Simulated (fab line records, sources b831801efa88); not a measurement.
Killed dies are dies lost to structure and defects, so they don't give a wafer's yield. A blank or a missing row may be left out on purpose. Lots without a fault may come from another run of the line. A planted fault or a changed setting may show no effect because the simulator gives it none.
Split-lot experiment | flow gf180mcu | 5 lots, 23 wafers read, on a route of 602 steps

THE SPLIT
At GF_M1_EXPOSE_11 (exposes mask Metal1, target cd 230 nm), the setting dose_mj was moved away from the recipe's 28 on 5 of the 23 wafers read, by -6.4% to +4.8%. The other wafers ran this setting at the recipe's value.

FROM THE SPLIT TO THE READING: what the file shows between them, 2 steps
- GF_M1_PEB_12: peb time 90 s
- GF_M1_DEVELOP_13: develop time 60 s

THE READING
cd_nm, in nm, at GF_M1_CD_MEAS_14 (target cd 230 nm). Fault-free wafers of this fab line usually give 229.8 nm, standard deviation 1.2 nm.

wafer  | tool, chamber at the split | dose_mj as run | against the recipe | cd_nm, nm | against lot-mates on the recipe
L079.2 | krf_scanner-01, 0          | 26.22          | -6.4%              | 242.0     | +12.1
L079.3 | krf_scanner-01, 0          | 28             | recipe             | 230.1     | -
L079.4 | krf_scanner-01, 0          | 28             | recipe             | 229.6     | -
L079.5 | krf_scanner-01, 0          | 28             | recipe             | 230.0     | -
L079.6 | krf_scanner-01, 0          | 26.22          | -6.4%              | 240.3     | +10.4
L080.2 | krf_scanner-01, 0          | 28             | recipe             | 228.3     | -
L080.5 | krf_scanner-01, 0          | 28             | recipe             | 228.6     | -
L080.6 | krf_scanner-01, 0          | 28             | recipe             | 228.8     | -
L081.1 | krf_scanner-02, 0          | 29.35          | +4.8%              | 223.8     | -8.2
L081.2 | krf_scanner-02, 0          | 29.35          | +4.8%              | 225.4     | -6.7
L081.3 | krf_scanner-02, 0          | 28             | recipe             | 231.1     | -
L081.4 | krf_scanner-02, 0          | 28             | recipe             | 233.0     | -
L081.5 | krf_scanner-02, 0          | 29.35          | +4.8%              | 225.2     | -6.9
L082.1 | krf_scanner-01, 0          | 28             | recipe             | 230.0     | -
L082.2 | krf_scanner-01, 0          | 28             | recipe             | 230.6     | -
L082.3 | krf_scanner-01, 0          | 28             | recipe             | 229.6     | -
L082.5 | krf_scanner-01, 0          | 28             | recipe             | 229.3     | -
L082.6 | krf_scanner-01, 0          | 28             | recipe             | 229.6     | -
L084.1 | krf_scanner-01, 0          | 28             | recipe             | 229.9     | -
L084.2 | krf_scanner-01, 0          | 28             | recipe             | 227.8     | -
L084.4 | krf_scanner-01, 0          | 28             | recipe             | 228.0     | -
L084.5 | krf_scanner-01, 0          | 28             | recipe             | 227.6     | -
L084.6 | krf_scanner-01, 0          | 28             | recipe             | 228.4     | -

THE FIT
A straight line over all 23 wafers: cd_nm changes by -1.44 nm for each +1% of dose_mj; r = -0.92; the points scatter about the line by 1.6 nm.
The same after taking each lot's own level away (the mean of its wafers on the recipe; 23 wafers): -1.65 nm for each +1%; r = -0.99; scatter 0.74 nm.
On that fit, the largest move of dose_mj shifts the reading by 10 nm.
The lots' own levels span 228.34 to 232.05 nm, that is 3.1 times the standard deviation above.
So the lot-to-lot level changes the slope: the two fits differ.
Check: with one of the wafers moved furthest among these (-6.4%) left out of the fit, the line predicts +9.95 nm for it against its lot-mates. It came out at +12.1 nm against them.

OTHER SPLITS ON THESE WAFERS
These wafers also went through other splits before the reading. Each is held against what the fit with the lots' levels taken away leaves over:
other split on the same wafers | wafers away from the commonest value | r with cd_nm (lot level and that fit taken away)
GF_CONTACT_PEB_12 peb_temp_c   | 5                                    | +0.07
GF_M1_SPUTTER_04 time_s        | 7                                    | +0.30

THE WHOLE CHAIN: every reading that the file lists as answering this split, in the file's order
step                | what it does                                                                         | reading                                                   | change (the file's fit)              | r (the file's)
GF_M1_CD_MEAS_14    | target cd 230 nm                                                                     | cd_nm                                                     | -1.67 nm for each +1% of the setting | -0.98
GF_M1_METAL_ETCH_16 | etches the open film in Cl2/BCl3, stops on SiO2, target depth 627.5 nm, time 104.6 s | M1.cd_nm (the simulator's own value, which no gauge read) | -1.74 nm for each +1% of the setting | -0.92

THE FILE'S OWN FIT
cd_nm changes by -1.67 nm for each +1% of dose_mj, r = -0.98.
